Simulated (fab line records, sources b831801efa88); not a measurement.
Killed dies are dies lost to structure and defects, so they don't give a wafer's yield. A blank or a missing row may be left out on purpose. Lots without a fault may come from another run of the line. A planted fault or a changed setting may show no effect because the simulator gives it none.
A struck lot beside a sound one | flow sky130 | 14 steps out of a route of 708
Sound: wafers L434.1, L434.4, L434.5. Struck: wafers L442.2, L442.3, L442.6. The cause comes at the end.
At each step with rows: each side's tool, then ch and its chambers, then its first start. Under that, the readings that differ: sound wafers | struck wafers | difference of the means | sigmas: that difference in standard deviations of wafers without a fault.
alike: readings whose means differ by less than 2 such deviations, and words and numbers that are the same on both sides. not compared: withheld readings, readings that some wafer has no value for, bounds like >300 that may hide the same value, and numbers for which the record gives no deviation and whose values overlap.
The two part at a step that has a row with sigmas, a row that says differs or no value, or rows on one side only. Numbers that don't overlap but have no deviation are shown without sigmas and don't part them. A reading that every wafer of one side lacks parts them only if that side has two wafers or more.

SKY_METAL2_SPUTTER_00: material Ti, target thk 15 nm, time 10 s.
  sound on pvd_sputter-02, day 36 22:47; struck on pvd_sputter-04, day 39 12:35
  alike: throttle_valve_pct
SKY_METAL2_SPUTTER_01: material TiN, target thk 20 nm, time 16.7 s.
  sound on pvd_sputter-02, day 36 22:49; struck on pvd_sputter-04, day 39 12:37
  alike: throttle_valve_pct
SKY_METAL2_SPUTTER_02: material AlCu, target thk 250 nm, time 13.3 s.
  sound on pvd_sputter-02, day 36 22:50; struck on pvd_sputter-04, day 39 12:38
  alike: throttle_valve_pct
SKY_METAL2_SPUTTER_03: material Ti, target thk 5 nm, time 3.3 s.
  sound on pvd_sputter-02, day 36 22:52; struck on pvd_sputter-04, day 39 12:40
  alike: throttle_valve_pct
SKY_METAL2_SPUTTER_04: material TiN, target thk 70 nm, time 58.3 s.
  sound on pvd_sputter-02, day 36 22:52; struck on pvd_sputter-04, day 39 12:41
  alike: throttle_valve_pct
SKY_METAL2_RS_MEAS_05: measures by four-point-probe.
  sound on film_metro-04, day 36 22:55; struck on film_metro-04, day 39 12:45
  alike: METAL2_ALCU_RS
SKY_METAL2_THK_MEAS_06: measures by xrf.
  sound on film_metro-04, day 36 23:02; struck on film_metro-04, day 39 12:52
  alike: METAL2_ALCU_THK
then, 5 steps without rows for these wafers: SKY_METAL2_DEHYDRATE_07 (time 60 s); SKY_METAL2_HMDS_08 (prime time 60 s); SKY_METAL2_COAT_09 (resist thk 60 nm); SKY_METAL2_COAT_10 (resist thk 450 nm); SKY_METAL2_SOFTBAKE_11 (time 90 s).
SKY_METAL2_EXPOSE_12: exposes mask MM2, target cd 140 nm.
  sound on krf_scanner-02 ch 0, day 37 12:15; struck on krf_scanner-01, day 40 02:43
  no value came back on the struck wafers for exposure_dose_mJ_cm2, focus_offset_nm (nm); on the sound wafers exposure_dose_mJ_cm2 reads 28.006 27.953 28.011
  alike: mask
then, 1 step without rows for these wafers: SKY_METAL2_PEB_13.

WHERE THEY PART
Only at SKY_METAL2_EXPOSE_12, within this record.

WHY: what the simulator had put in
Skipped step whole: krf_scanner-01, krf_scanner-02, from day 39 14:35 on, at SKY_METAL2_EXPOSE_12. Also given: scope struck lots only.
